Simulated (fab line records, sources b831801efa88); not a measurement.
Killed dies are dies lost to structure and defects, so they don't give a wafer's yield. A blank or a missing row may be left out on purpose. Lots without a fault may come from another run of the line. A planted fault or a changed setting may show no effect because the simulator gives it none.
Which tool did it? | flow gf180mcu | 14 lots, 42 wafers sampled, at 4 steps of a route of 602

WHAT THE GAUGES READ, wafer by wafer
GF_V1_OVL_MEAS_15.
lot  | measured     | on         | V1_OVL (nm)
L841 | day 18 02:22 | overlay-01 | -1 -5 -4
L842 | day 18 08:16 | overlay-02 | -8 4 2
L843 | day 19 01:04 | overlay-02 | -7 -7 -2
L844 | day 19 06:53 | overlay-02 | 5 7 2
L845 | day 19 15:14 | overlay-01 | -7 -9 0
L847 | day 20 11:56 | overlay-01 | 1 1 1
L852 | day 22 07:08 | overlay-02 | -5 -13 -2
L853 | day 22 23:13 | overlay-01 | 6 7 -4
L855 | day 23 14:43 | overlay-01 | -3 -4 10
L857 | day 24 07:14 | overlay-01 | 2 -3 -2
L858 | day 24 09:13 | overlay-02 | -6 -7 -6
L859 | day 25 00:20 | overlay-01 | 0 9 8
L863 | day 25 23:14 | overlay-01 | 0 5 3
L864 | day 26 05:36 | overlay-02 | 12 -3 2

GF_V2_THK_MEAS_01.
lot  | measured     | on            | V2_CVD_00_THK (nm)
L841 | day 19 04:46 | film_metro-01 | 604 610 602
L842 | day 19 10:11 | film_metro-03 | 600 600 599
L843 | day 20 03:34 | film_metro-03 | 604 607 599
L844 | day 20 09:24 | film_metro-01 | 611 608 612
L845 | day 20 23:25 | film_metro-03 | 607 610 602
L847 | day 21 14:06 | film_metro-02 | 603 603 601
L852 | day 23 09:04 | film_metro-01 | 602 597 602
L853 | day 23 23:37 | film_metro-02 | 597 607 604
L855 | day 24 15:04 | film_metro-03 | 603 606 608
L857 | day 25 07:53 | film_metro-02 | 594 597 596
L858 | day 25 09:30 | film_metro-03 | 601 606 594
L859 | day 25 23:41 | film_metro-03 | 606 603 606
L863 | day 26 22:50 | film_metro-02 | 602 610 615
L864 | day 27 04:35 | film_metro-01 | 599 594 601

WHICH TOOL RAN EACH LOT (tool, then ch and the chambers of the sampled wafers, then the start)
lot  | GF_SAB_WET_ETCH_12              | GF_V1_STRIP_18
L841 | wet_bench-04 ch 3, day 15 01:44 | plasma_asher-01 ch 0,1, day 18 02:32
L842 | wet_bench-04 ch 3, day 15 06:57 | plasma_asher-03 ch 0, day 18 08:26
L843 | wet_bench-01 ch 3, day 15 22:32 | plasma_asher-02 ch 0,1, day 19 01:14
L844 | wet_bench-01 ch 0, day 16 05:20 | plasma_asher-03 ch 0,1, day 19 07:04
L845 | wet_bench-01 ch 0, day 16 13:50 | plasma_asher-01 ch 0,1, day 19 15:26
L847 | wet_bench-03 ch 2, day 17 08:39 | plasma_asher-01 ch 0,1, day 20 12:05
L852 | wet_bench-04 ch 1, day 19 03:18 | plasma_asher-01 ch 0,1, day 22 07:19
L853 | wet_bench-03 ch 0, day 19 13:28 | plasma_asher-02 ch 0,1, day 22 23:23
L855 | wet_bench-03 ch 2, day 20 12:18 | plasma_asher-02 ch 0,1, day 23 14:53
L857 | wet_bench-04 ch 2, day 21 05:32 | plasma_asher-01 ch 0,1, day 24 07:25
L858 | wet_bench-01 ch 0, day 21 06:57 | plasma_asher-03 ch 0,1, day 24 09:23
L859 | wet_bench-03 ch 3, day 21 23:18 | plasma_asher-01 ch 0,1, day 25 00:29
L863 | wet_bench-04 ch 0, day 23 00:39 | plasma_asher-03 ch 0,1, day 25 23:25
L864 | wet_bench-01 ch 3, day 23 08:02 | plasma_asher-02 ch 0,1, day 26 05:47
- GF_SAB_WET_ETCH_12: etches SiO2 in dHF, target depth 22 nm, time 440 s.
- GF_V1_STRIP_18: strips in O2/N2.

WHAT THE TOOLS THEMSELVES READ (means of the sampled wafers that have a number; where no wafer has one, the mark that the record gives instead)
GF_SAB_WET_ETCH_12.
lot  | tool         | run_length_s (s)
L841 | wet_bench-04 | 468
L842 | wet_bench-04 | 466
L843 | wet_bench-01 | 468
L844 | wet_bench-01 | 464
L845 | wet_bench-01 | 473
L847 | wet_bench-03 | 465
L852 | wet_bench-04 | 465
L853 | wet_bench-03 | 465
L855 | wet_bench-03 | 521
L857 | wet_bench-04 | 473
L858 | wet_bench-01 | 464
L859 | wet_bench-03 | 520
L863 | wet_bench-04 | 466
L864 | wet_bench-01 | 474

GF_V1_STRIP_18.
lot  | tool            | drypump_motor_current_A (A) | heater_power_w (W) | oes_product_au (a.u.)
L841 | plasma_asher-01 | 5.9                         | 372                | 0.593
L842 | plasma_asher-03 | 5.9                         | 358                | 0.590
L843 | plasma_asher-02 | 5.9                         | 316                | 0.592
L844 | plasma_asher-03 | 5.5                         | 364                | 0.590
L845 | plasma_asher-01 | 5.8                         | 350                | 0.589
L847 | plasma_asher-01 | 5.9                         | 367                | 0.593
L852 | plasma_asher-01 | 5.9                         | 370                | 0.591
L853 | plasma_asher-02 | 5.9                         | 310                | 0.594
L855 | plasma_asher-02 | 5.7                         | 318                | 0.595
L857 | plasma_asher-01 | 5.9                         | 375                | 0.596
L858 | plasma_asher-03 | 5.7                         | 365                | 0.593
L859 | plasma_asher-01 | 5.8                         | 350                | 0.594
L863 | plasma_asher-03 | 5.7                         | 361                | 0.594
L864 | plasma_asher-02 | 5.9                         | 315                | 0.594

THE ANSWER, worked out from the rows above alone
Rule: what is usual is taken from the lots themselves. Put in order of their means at a reading, lots are off if they are a third of the lots or fewer, leave a main group of 4 or more, and stand apart from it by a gap of 3 or more times the standard deviation of the main group's means; of several such gaps the widest counts. A main group whose means are all the same, to the digits that the tables above print for the reading, isn't used. A lot without any number at a reading at which 4 lots or more have one is off too. The other lots that the step has rows for count as sound. The gauges are gone through in route order, then the tools' own readings, and for those a lot's mean is taken as printed above. The first step at which some lot is off is used, and at that step the reading that is off furthest; a lot without a number counts as furthest.
Off: L855, L859, at GF_SAB_WET_ETCH_12 (run_length_s). The main group: mean 468 s, standard deviation 3.5.
A tool fits if, at that step or a process step before it, it ran every lot that is off, and no sound lot after the first of them. One fits: wet_bench-03 at GF_SAB_WET_ETCH_12. Its last sound lot is L853 (day 19 13:28), its first lot that is off L855 (day 20 12:18): a fault that began between those two fits.
The tool's own readings at GF_SAB_WET_ETCH_12 bear it out: on the lots that are off they differ by more than 5 times the standard deviation of the sound lots' means. run_length_s reads 520 s there against 468 s on the sound lots.

WHAT THE SIMULATOR HAD PUT IN
Process parameter drift: wet_bench-03, from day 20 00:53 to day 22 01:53, at GF_SAB_WET_ETCH_12. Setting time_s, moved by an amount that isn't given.
Lots struck among those shown: L855, L859. The rule above found the same.
